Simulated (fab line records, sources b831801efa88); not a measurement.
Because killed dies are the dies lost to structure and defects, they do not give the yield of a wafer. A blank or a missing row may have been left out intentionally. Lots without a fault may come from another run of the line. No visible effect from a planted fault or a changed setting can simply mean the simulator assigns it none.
fab line records	flow sky130	part 1 of 2: steps 1 to 42 of 43
record: lots: 6	wafers: 18	last_day: 48
route steps=708 shown POLY_GATE@221 LDD_N@237 LDD_P@255 PAD_OPEN@708
lots that met no fault: taken from a fault-free run of the same line
start_h: start of the lot's first displayed wafer, in hours after the record's first day	wait_h: hours elapsed since this lot's preceding step	" as in the row above	L1.1+2: a single row standing in for several wafers	- no value, or no start given	* or withheld: withheld	< > ~ a bound
route shown NAME@n: names a module that has steps shown in the file, with the first one's number in the route	usual: average and standard deviation across the fault-free wafers	same: alike in all rows	chamber/n: place in a boat	sites: per-site readings	_std_site: standard deviation across them	_edge_site: outer sites' mean less inner sites'	radius_mm: how far each site lies from the wafer's centre	mask NAME#n: copy n	behind: the last tool/chamber to shape the wafer	hold: why the lot was held/for how many hours/how that ended	device: the n, p or np transistor that did not switch	end of line: the same wafers' tests at the end of the route	a step with no rows: only its recipe	killed: not the wafer's yield, but the dies lost to structure and defects at the first sort	map: the dies of a wafer, with x for killed, . for not killed, _ for no die there
set.NAME: the setting the step ran with; set.NAME@STEP: the setting that earlier step ran with	model.NAME: the simulator's own value behind a step, which no gauge read
certain route steps with their lots: each step a table, each wafer a row
services: the hour from which a tool's chamber was out of use, counted from the record's first day as start_h (under 0 if before that day), plus the number of hours and why
== steps ==
step: SKY_POLY_GATE_COAT_07
recipe: resist: BARC	temp_c: withheld	time_s: withheld	spin_rpm: 3000	resist_thk_nm: 110
step: SKY_POLY_GATE_COAT_08
recipe: resist: KrF-thick	spin_rpm: 3000	resist_thk_nm: 450
step: SKY_POLY_GATE_SOFTBAKE_09
recipe: temp_c: 100	time_s: 90	resist: KrF-thick
step: SKY_POLY_GATE_EXPOSE_10
recipe: mask_id: P1M	na: 0.68	source_shape: conventional	sigma_outer: 0.6	target_cd_nm: 150	dose_mj: 28
step: SKY_POLY_GATE_PEB_11
recipe: peb_temp_c: withheld	peb_time_s: withheld	resist: KrF-thick
step: SKY_POLY_GATE_DEVELOP_12
recipe: develop_time_s: 60	resist: KrF-thick	dev_temp_c: 22.21
step: SKY_POLY_GATE_CD_MEAS_13
recipe: target_cd_nm: 150
usual: cd_nm: 150.0/1.3
lot.wafer	tool	chamber	start_h	wait_h	cd_nm
L890.1	cd_sem-01	-	389.93	-	153.5
L890.2	"	-	"	"	153.1
L890.3	"	-	"	"	152.4
L889.2	cd_sem-01	-	392.67	-	150.9
L889.3	"	-	"	"	149.1
L889.4	"	-	"	"	149.5
L891.1	cd_sem-02	-	395.90	-	146.7
L891.2	"	-	"	"	147.4
L891.4	"	-	"	"	147.0
L895.2	cd_sem-02	-	433.55	-	152.0
L895.4	"	-	"	"	150.5
L895.5	"	-	"	"	151.5
L901.1	cd_sem-02	-	492.23	-	151.4
L901.4	"	-	"	"	149.3
L901.6	"	-	"	"	150.8
L903.2	cd_sem-01	-	506.25	-	149.8
L903.5	"	-	"	"	150.7
L903.6	"	-	"	"	149.7
step: SKY_POLY_GATE_OVL_MEAS_14
usual: POLY_GATE_OVL: 0/4.7
lot.wafer	tool	chamber	start_h	wait_h	POLY_GATE_OVL[nm]
L890.1	overlay-01	-	390.05	0.1	0
L890.2	"	-	"	"	-2
L890.3	"	-	"	"	2
L889.2	overlay-02	-	392.77	0.1	4
L889.3	"	-	"	"	-10
L889.4	"	-	"	"	-5
L891.1	overlay-01	-	396.02	0.1	3
L891.2	"	-	"	"	5
L891.4	"	-	"	"	6
L895.2	overlay-01	-	433.65	0.1	1
L895.4	"	-	"	"	0
L895.5	"	-	"	"	-3
L901.1	overlay-02	-	492.35	0.1	-3
L901.4	"	-	"	"	3
L901.6	"	-	"	"	-4
L903.2	overlay-02	-	506.35	0.1	2
L903.5	"	-	"	"	-4
L903.6	"	-	"	"	2
step: SKY_POLY_GATE_ETCH_15
recipe: chemistry: N2/H2	target: BARC	ion_energy_ev: 200	source_w: 500	bias_w: 100	pressure_mtorr: 30	n2_flow_sccm: 100	h2_flow_sccm: 200	stop_on: SiO2	time_s: 118.5	target_depth_a: 1100
usual: chamber_pressure_mTorr: 30.003/0.027	drypump_motor_current_A: 5.8/0.46	oes_product_au: 0.717/0.0049	throttle_valve_pct: 13.213/0.0085
lot.wafer	tool	chamber	start_h	wait_h	chamber_pressure_mTorr	drypump_motor_current_A	oes_product_au	rf_hours_counter_h	throttle_valve_pct
L890.1	rie_diel-03	3	390.08	0.0	30.006	5.9	0.716	111	13.203
L890.2	"	0	"	"	29.987	6.3	0.714	27	13.218
L890.3	"	1	"	"	29.989	6.4	0.720	64	13.210
L889.2	rie_diel-01	1	392.80	0.0	29.981	5.7	0.712	84	13.214
L889.3	"	0	"	"	29.947	6.2	0.713	17	13.199
L889.4	"	2	"	"	30.059	5.0	0.714	7	13.218
L891.1	rie_diel-01	1	396.05	0.0	29.990	5.6	0.719	85	13.206
L891.2	"	3	"	"	30.046	5.4	0.714	2	13.218
L891.4	"	0	"	"	30.004	6.2	0.720	17	13.212
L895.2	rie_diel-01	2	433.68	0.0	29.979	5.0	0.713	8	13.216
L895.4	"	0	"	"	30.057	6.2	0.720	18	13.205
L895.5	"	1	"	"	29.964	5.6	0.720	-	13.224
L901.1	rie_diel-03	2	492.38	0.0	30.002	5.7	0.715	62	13.194
L901.4	"	1	"	"	30.002	6.5	0.718	66	13.205
L901.6	"	0	"	"	29.970	6.4	0.715	-	13.214
L903.2	rie_diel-01	0	506.38	0.0	30.026	6.2	0.720	19	13.204
L903.5	"	2	"	"	29.982	5.0	0.706	-	13.217
L903.6	"	3	"	"	29.987	5.4	0.717	-	13.204
step: SKY_POLY_GATE_ETCH_16
recipe: stop_on: poly-Si	chemistry: CH3F/O2	target: Si3N4	source_w: 400	bias_w: 80	pressure_mtorr: 25	ch3f_flow_sccm: 40	O2_flow_sccm: 30	time_s: 147.5	target_depth_a: 750
usual: O2_flow_sccm: 30.00/0.1	chamber_pressure_mTorr: 25.001/0.024	drypump_motor_current_A: 5.8/0.46	oes_product_au: 0.641/0.0057	throttle_valve_pct: 10.535/0.0086
lot.wafer	tool	chamber	start_h	wait_h	O2_flow_sccm	chamber_pressure_mTorr	drypump_motor_current_A	oes_product_au	rf_hours_counter_h	throttle_valve_pct
L890.1	rie_diel-03	3	390.17	0.0	29.89	24.989	5.9	0.641	111	10.527
L890.2	"	0	"	"	30.04	24.988	6.4	0.650	27	10.543
L890.3	"	1	"	"	30.16	24.986	6.5	0.645	64	10.555
L889.2	rie_diel-01	1	392.89	0.0	29.94	25.027	5.6	0.653	84	10.533
L889.3	"	0	"	"	30.00	24.979	6.2	0.640	17	10.526
L889.4	"	2	"	"	29.98	25.022	5.0	0.652	7	10.539
L891.1	rie_diel-01	1	396.13	0.0	30.02	24.994	5.6	0.638	85	10.521
L891.2	"	3	"	"	30.00	25.004	5.4	0.643	2	10.529
L891.4	"	0	"	"	30.02	25.030	6.1	0.644	17	10.539
L895.2	rie_diel-01	2	433.77	0.0	29.89	25.008	5.0	0.636	8	10.525
L895.4	"	0	"	"	30.00	25.003	6.2	0.628	18	10.538
L895.5	"	1	"	"	30.05	24.987	5.6	0.640	-	10.532
L901.1	rie_diel-03	2	492.47	0.0	29.93	24.975	5.8	0.640	62	10.529
L901.4	"	1	"	"	29.89	24.983	6.5	0.632	66	10.540
L901.6	"	0	"	"	29.95	25.017	6.3	0.640	-	10.540
L903.2	rie_diel-01	0	506.47	0.0	30.03	25.023	6.2	0.638	19	10.540
L903.5	"	2	"	"	30.00	25.019	5.0	0.631	-	10.550
L903.6	"	3	"	"	29.99	24.948	5.4	0.640	-	10.538
step: SKY_POLY_GATE_ETCH_17
recipe: target_depth_nm: 180	stop_on: SiO2	over_etch_frac: 0.56667	chemistry: HBr/Cl2	target: poly-Si	icp_w: 400	bias_w: 100	pressure_mtorr: 10	HBr_flow_sccm: 150	Cl2_flow_sccm: 50	time_s: 70.5
usual: chamber_pressure_mTorr: 9.999/0.0086	drypump_motor_current_A: 5.8/0.34	mfc_cl2_sccm: 50.00/0.14	oes_product_au: 0.984/0.0089	throttle_valve_pct: 33.684/0.01
lot.wafer	tool	chamber	start_h	wait_h	chamber_pressure_mTorr	drypump_motor_current_A	mfc_cl2_sccm	oes_product_au	rf_hours_counter_h	throttle_valve_pct
L890.1	rie_si-02	0	390.27	0.0	10.001	6.0	50.08	0.981	1	33.695
L890.2	"	3	"	"	10.003	5.5	50.00	0.978	70	33.675
L890.3	"	1	"	"	9.998	5.3	50.02	0.995	21	33.683
L889.2	rie_si-01	3	392.98	0.0	9.991	6.1	50.22	0.978	23	33.687
L889.3	"	0	"	"	10.006	5.3	50.08	0.979	48	33.695
L889.4	"	2	"	"	10.006	5.7	49.89	0.980	39	33.677
L891.1	rie_si-02	1	396.23	0.0	9.985	5.3	49.81	0.993	21	33.692
L891.2	"	3	"	"	9.994	5.5	50.06	0.988	70	33.699
L891.4	"	0	"	"	10.006	6.0	49.90	0.992	1	33.684
L895.2	rie_si-01	0	433.87	0.0	10.008	5.3	50.16	1.004	49	33.678
L895.4	"	1	"	"	9.994	6.1	49.89	0.982	1	33.701
L895.5	"	2	"	"	10.011	5.7	50.08	0.992	-	33.684
L901.1	rie_si-01	1	492.57	0.0	10.000	6.1	49.98	0.980	2	33.681
L901.4	"	3	"	"	9.997	6.1	50.07	0.985	24	33.688
L901.6	"	3	"	"	10.004	6.1	49.86	0.986	-	33.708
L903.2	rie_si-01	3	506.57	0.0	9.989	6.2	50.04	0.985	24	33.681
L903.5	"	2	"	"	9.994	5.7	50.10	0.990	-	33.675
L903.6	"	3	"	"	9.991	6.1	50.01	0.977	-	33.679
step: SKY_POLY_GATE_STRIP_18
recipe: chemistry: O2/N2	power_w: 1400	pressure_mtorr: 1500	platen_temp_c: withheld	o2_flow_sccm: 3000	n2_flow_sccm: 300	overash_fraction: 0.5
usual: chamber_pressure_mTorr: 1500.0/1.2	drypump_motor_current_A: 5.7/0.62	o2_flow_sccm: 3001/9.2	oes_product_au: 0.362/0.005	strip_time_to_endpoint_s: 3.19/0.049
lot.wafer	tool	chamber	start_h	wait_h	chamber_pressure_mTorr	drypump_motor_current_A	o2_flow_sccm	oes_product_au	rf_hours_counter_h	strip_time_to_endpoint_s
L890.1	plasma_asher-03	0	390.32	0.0	1501.8	6.1	2995	0.375	58	3.25
L890.2	"	1	"	"	1500.0	5.1	2984	0.361	58	3.21
L890.3	"	0	"	"	1499.7	6.1	3008	0.362	-	3.19
L889.2	plasma_asher-02	1	393.04	0.0	1502.0	5.6	2999	0.362	70	3.12
L889.3	"	1	"	"	1501.4	5.5	2999	0.359	-	3.26
L889.4	"	0	"	"	1503.5	4.9	2997	0.359	-	3.20
L891.1	plasma_asher-03	0	396.29	0.0	1499.6	6.1	3007	0.358	58	3.08
L891.2	"	1	"	"	1497.6	5.1	3008	0.363	58	3.24
L891.4	"	0	"	"	1499.8	6.1	2999	0.368	-	3.25
L895.2	plasma_asher-02	1	433.92	0.0	1499.6	5.6	2985	0.352	0	3.14
L895.4	"	1	"	"	1501.0	5.6	2990	0.370	-	3.28
L895.5	"	1	"	"	1499.7	5.6	2991	0.363	-	3.09
L901.1	plasma_asher-01	0	492.62	0.0	1499.4	6.6	3007	0.361	37	3.22
L901.4	"	0	"	"	1499.0	6.6	2997	0.362	-	3.20
L901.6	"	0	"	"	1500.3	6.6	3006	0.362	-	3.20
L903.2	plasma_asher-03	0	506.62	0.0	1499.4	6.1	2994	0.367	70	3.26
L903.5	"	0	"	"	1501.5	6.1	3005	0.369	-	3.19
L903.6	"	1	"	"	1499.6	5.1	3007	0.364	-	3.23
step: SKY_POLY_GATE_CLEAN_19
recipe: chemistry: SC1/SC2	mix: 1:4:20	temp_c: 70	time_s: 150	dry: n2_spin
lot.wafer	tool	chamber	start_h	wait_h
L890.1+2+3	wet_bench-01	0	390.42	0.1
L889.2+3+4	wet_bench-01	3	393.14	0.1
L891.1+2+4	wet_bench-02	1	396.39	0.1
L895.2+4+5	wet_bench-03	2	434.02	0.1
L901.1+4+6	wet_bench-03	3	492.72	0.1
L903.2+5+6	wet_bench-03	3	506.72	0.1
step: SKY_POLY_GATE_OXIDATION_20
recipe: temp_c: 850	ambient: O2	stabilise_s: 600	purge_s: 300	target_thk_a: 40	ox_time_s: 899
step: SKY_POLY_GATE_THK_MEAS_21
recipe: reads: SiO2_of_POLY_GATE_OXIDATION_20
usual: POLY_GATE_OXIDATION_THK: 3.98/0.091
lot.wafer	tool	chamber	start_h	wait_h	POLY_GATE_OXIDATION_THK[nm]
L890.1	film_metro-02	-	392.41	0.0	3.88
L890.2	"	-	"	"	3.91
L890.3	"	-	"	"	3.94
L889.2	film_metro-03	-	394.57	0.0	4.15
L889.3	"	-	"	"	4.12
L889.4	"	-	"	"	4.08
L891.1	film_metro-02	-	397.88	0.0	4.05
L891.2	"	-	"	"	4.10
L891.4	"	-	"	"	4.12
L895.2	film_metro-04	-	436.07	0.0	4.01
L895.4	"	-	"	"	4.09
L895.5	"	-	"	"	3.94
L901.1	film_metro-02	-	494.03	0.0	4.00
L901.4	"	-	"	"	3.98
L901.6	"	-	"	"	4.04
L903.2	film_metro-03	-	508.03	0.0	3.91
L903.5	"	-	"	"	3.91
L903.6	"	-	"	"	3.86
step: SKY_POLY_GATE_CD_MEAS_22
usual: cd_nm: 149/3.3
lot.wafer	tool	chamber	start_h	wait_h	cd_nm
L890.1	cd_sem-02	-	392.47	0.1	152
L890.2	"	-	"	"	155
L890.3	"	-	"	"	152
L889.2	cd_sem-02	-	394.64	0.1	147
L889.3	"	-	"	"	151
L889.4	"	-	"	"	146
L891.1	cd_sem-01	-	397.94	0.1	140
L891.2	"	-	"	"	143
L891.4	"	-	"	"	145
L895.2	cd_sem-01	-	436.15	0.1	149
L895.4	"	-	"	"	147
L895.5	"	-	"	"	148
L901.1	cd_sem-02	-	494.09	0.1	146
L901.4	"	-	"	"	151
L901.6	"	-	"	"	151
L903.2	cd_sem-01	-	508.11	0.1	150
L903.5	"	-	"	"	153
L903.6	"	-	"	"	145
step: SKY_LDD_N_DEHYDRATE_00
recipe: temp_c: 200	time_s: 60
step: SKY_LDD_N_HMDS_01
recipe: prime_time_s: 60	prime_temp_c: 120
step: SKY_LDD_N_COAT_02
recipe: resist: NOVOLAK	spin_rpm: 3000	resist_thk_nm: 300
step: SKY_LDD_N_SOFTBAKE_03
recipe: temp_c: 90	time_s: 60	resist: NOVOLAK
step: SKY_LDD_N_EXPOSE_04
recipe: mask_id: NTM	target_cd_nm: 840	na: 0.6	source_shape: conventional	sigma_outer: 0.6	dose_mj: 110
step: SKY_LDD_N_PEB_05
recipe: temp_c: withheld	time_s: *	resist: NOVOLAK
step: SKY_LDD_N_DEVELOP_06
recipe: develop_time_s: 60	dev_temp_c: 23
step: SKY_LDD_N_OVL_MEAS_07
usual: LDD_N_OVL: 0.2/1.3
lot.wafer	tool	chamber	start_h	wait_h	LDD_N_OVL[nm]
L890.1	overlay-02	-	422.27	0.1	-0.3
L890.2	"	-	"	"	-1.4
L890.3	"	-	"	"	0.0
L889.2	overlay-01	-	424.72	0.1	0.1
L889.3	"	-	"	"	-0.7
L889.4	"	-	"	"	0.2
L891.1	overlay-02	-	427.85	0.1	0.0
L891.2	"	-	"	"	-1.9
L891.4	"	-	"	"	-1.1
L895.2	overlay-01	-	467.07	0.1	1.7
L895.4	"	-	"	"	1.6
L895.5	"	-	"	"	2.7
L901.1	overlay-01	-	524.81	0.1	2.1
L901.4	"	-	"	"	2.4
L901.6	"	-	"	"	0.2
L903.2	overlay-02	-	538.50	0.1	-0.1
L903.5	"	-	"	"	-0.9
L903.6	"	-	"	"	-0.3
step: SKY_LDD_N_IMPLANT_08
recipe: species: As	energy_kev: 20	dose_cm2: 7.5e+13	tilt_deg: withheld	rotation_deg: 23
step: SKY_LDD_N_IMPLANT_09
recipe: species: As	energy_kev: 20	dose_cm2: 7.5e+13	tilt_deg: withheld	rotation_deg: 113
step: SKY_LDD_N_IMPLANT_10
recipe: species: As	energy_kev: 20	dose_cm2: 7.5e+13	tilt_deg: withheld	rotation_deg: 203
step: SKY_LDD_N_IMPLANT_11
recipe: species: As	energy_kev: 20	dose_cm2: 7.5e+13	tilt_deg: withheld	rotation_deg: 293
step: SKY_LDD_N_IMPLANT_12
recipe: species: BF2	energy_kev: 50	dose_cm2: 5e+12	tilt_deg: 30	rotation_deg: 0
step: SKY_LDD_N_IMPLANT_13
recipe: species: BF2	energy_kev: 50	dose_cm2: 5e+12	tilt_deg: 30	rotation_deg: 90
step: SKY_LDD_N_IMPLANT_14
recipe: species: BF2	energy_kev: 50	dose_cm2: 5e+12	tilt_deg: 30	rotation_deg: 180
step: SKY_LDD_N_IMPLANT_15
recipe: species: BF2	energy_kev: 50	dose_cm2: 5e+12	tilt_deg: 30	rotation_deg: 270
step: SKY_LDD_N_STRIP_16
recipe: chemistry: O2/N2	power_w: 1400	pressure_mtorr: 1500	platen_temp_c: withheld	o2_flow_sccm: 3000	n2_flow_sccm: 300	overash_fraction: 0.5
usual: chamber_pressure_mTorr: 1500.1/1.4	drypump_motor_current_A: 5.9/0.49	o2_flow_sccm: 3000/9.3	oes_product_au: 0.407/0.0047	strip_time_to_endpoint_s: 4.320/0.015
lot.wafer	tool	chamber	start_h	wait_h	chamber_pressure_mTorr	drypump_motor_current_A	o2_flow_sccm	oes_product_au	rf_hours_counter_h	strip_time_to_endpoint_s
L890.1	plasma_asher-01	1	423.51	0.1	1498.4	5.4	2990	0.410	30	4.309
L890.2	"	0	"	"	1499.3	6.6	3014	0.403	30	4.300
L890.3	"	1	"	"	1499.6	5.5	3005	0.407	-	4.303
L889.2	plasma_asher-04	1	425.95	0.1	1498.7	6.1	3002	0.414	72	4.337
L889.3	"	0	"	"	1500.6	5.8	2996	0.404	-	4.335
L889.4	"	1	"	"	1500.0	6.1	2975	0.405	-	4.347
L891.1	plasma_asher-01	0	429.08	0.1	1502.8	6.6	3001	0.411	30	4.297
L891.2	"	1	"	"	1498.2	5.5	3009	0.405	30	4.295
L891.4	"	1	"	"	1498.5	5.4	3013	0.410	-	4.311
L895.2	plasma_asher-04	0	468.30	0.1	1503.2	5.8	3005	0.401	77	4.306
L895.4	"	1	"	"	1499.0	6.1	3001	0.407	-	4.325
L895.5	"	0	"	"	1498.3	5.8	3015	0.409	-	4.320
L901.1	plasma_asher-04	1	526.05	0.1	1501.3	6.1	3014	0.408	84	4.298
L901.4	"	0	"	"	1499.2	5.8	2994	0.413	-	4.307
L901.6	"	1	"	"	1499.8	6.1	3012	0.411	-	4.328
L903.2	plasma_asher-01	1	539.73	0.1	1498.8	5.4	3003	0.403	43	4.325
L903.5	"	0	"	"	1501.3	6.6	3002	0.402	-	4.332
L903.6	"	1	"	"	1502.6	5.4	3013	0.409	-	4.319
step: SKY_LDD_N_TW_MEAS_17
usual: LDD_N_TW: 2604/15
lot.wafer	tool	chamber	start_h	wait_h	LDD_N_TW
L890.1	film_metro-01	-	423.61	0.1	2606
L890.2	"	-	"	"	2593
L890.3	"	-	"	"	2579
L889.2	film_metro-01	-	426.06	0.1	2603
L889.3	"	-	"	"	2601
L889.4	"	-	"	"	2593
L891.1	film_metro-01	-	429.18	0.1	2598
L891.2	"	-	"	"	2606
L891.4	"	-	"	"	2588
L895.2	film_metro-03	-	468.41	0.1	2616
L895.4	"	-	"	"	2620
L895.5	"	-	"	"	2615
L901.1	film_metro-03	-	526.15	0.1	2623
L901.4	"	-	"	"	2594
L901.6	"	-	"	"	2614
L903.2	film_metro-03	-	539.84	0.1	2607
L903.5	"	-	"	"	2595
L903.6	"	-	"	"	2613
step: SKY_LDD_P_DEHYDRATE_00
recipe: temp_c: 200	time_s: 60
step: SKY_LDD_P_HMDS_01
recipe: prime_time_s: 60	prime_temp_c: 120
step: SKY_LDD_P_COAT_02
recipe: resist: NOVOLAK	spin_rpm: 3000	resist_thk_nm: 1140
step: SKY_LDD_P_SOFTBAKE_03
recipe: temp_c: 90	time_s: 60	resist: NOVOLAK
step: SKY_LDD_P_EXPOSE_04
recipe: mask_id: PSDM	na: 0.6	source_shape: conventional	sigma_outer: 0.6	polarization: unpolarized	target_cd_nm: 380	dose_mj: 138
step: SKY_LDD_P_PEB_05
recipe: temp_c: withheld	time_s: *	resist: NOVOLAK
step: SKY_LDD_P_DEVELOP_06
recipe: resist: NOVOLAK	developer: TMAH	develop_time_s: 62.11	dev_temp_c: 23
step: SKY_LDD_P_CD_MEAS_07
recipe: target_cd_nm: 380
usual: cd_nm: 379.5/2.8
lot.wafer	tool	chamber	start_h	wait_h	cd_nm
L890.1	cd_sem-01	-	453.91	0.1	378.7
L890.2	"	-	"	"	378.1
L890.3	"	-	"	"	377.5
L889.2	cd_sem-01	-	457.33	0.1	372.0
L889.3	"	-	"	"	374.2
L889.4	"	-	"	"	375.1
L891.1	cd_sem-02	-	459.87	0.1	380.0
L891.2	"	-	"	"	379.1
L891.4	"	-	"	"	378.7
L895.2	cd_sem-01	-	499.43	0.1	383.8
L895.4	"	-	"	"	381.1
L895.5	"	-	"	"	382.3
L901.1	cd_sem-02	-	555.48	0.1	384.2
L901.4	"	-	"	"	384.4
L901.6	"	-	"	"	385.4
L903.2	cd_sem-01	-	569.75	0.1	376.9
L903.5	"	-	"	"	375.8
L903.6	"	-	"	"	375.0
